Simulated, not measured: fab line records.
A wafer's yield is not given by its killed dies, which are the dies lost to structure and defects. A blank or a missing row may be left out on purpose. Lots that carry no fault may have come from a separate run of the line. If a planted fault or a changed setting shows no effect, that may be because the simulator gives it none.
Which of the tools did it?    flow gf180mcu    17 wafers from 6 lots sampled at 2 of the route's 602 steps

## WHAT EACH GAUGE READ, for each wafer
GF_M1_OVL_MEAS_15.
lot   measured      on          M1_OVL (nm)
L257  day 17 14:08  overlay-01  -3 -6 -4
L263  day 20 01:34  overlay-02  -1 3 0
L265  day 21 09:29  overlay-01  -6 -4 -4
L267  day 22 02:02  overlay-02  7 1 2
L269  day 22 08:20  overlay-01  -2 -1
L279  day 25 17:01  overlay-01  1 -1 -2

## TOOL THAT RAN EACH LOT (tool first, then ch and the chambers of the sampled wafers, then the start)
lot   GF_M1_SPUTTER_00
L257  pvd_sputter-04, day 16 13:53
L263  pvd_sputter-01, day 19 00:47
L265  pvd_sputter-02, day 20 09:47
L267  pvd_sputter-02, day 21 01:16
L269  pvd_sputter-04, day 21 09:07
L279  pvd_sputter-04, day 24 19:26
- GF_M1_SPUTTER_00: material Ti, target thk 37.5 nm, time 150 s.

## THE ANSWER, worked out from the rows above alone
Rule: the usual values come from the lots themselves. Put in order of their means at a reading, lots are off if they are a third of the lots or fewer, leave a main group of 4 or more, and stand apart from it by a gap of 3 or more times the standard deviation of the main group's means; of several such gaps the widest counts. A main group whose means are all the same, to the digits that the tables above print for the reading, isn't used. A lot without any number at a reading at which 4 lots or more have one is off too. Where the step has rows for the other lots, those lots are counted as sound.
None of the lots is off at any reading shown; this tells nothing.

## WHAT WAS PUT IN BY THE SIMULATOR
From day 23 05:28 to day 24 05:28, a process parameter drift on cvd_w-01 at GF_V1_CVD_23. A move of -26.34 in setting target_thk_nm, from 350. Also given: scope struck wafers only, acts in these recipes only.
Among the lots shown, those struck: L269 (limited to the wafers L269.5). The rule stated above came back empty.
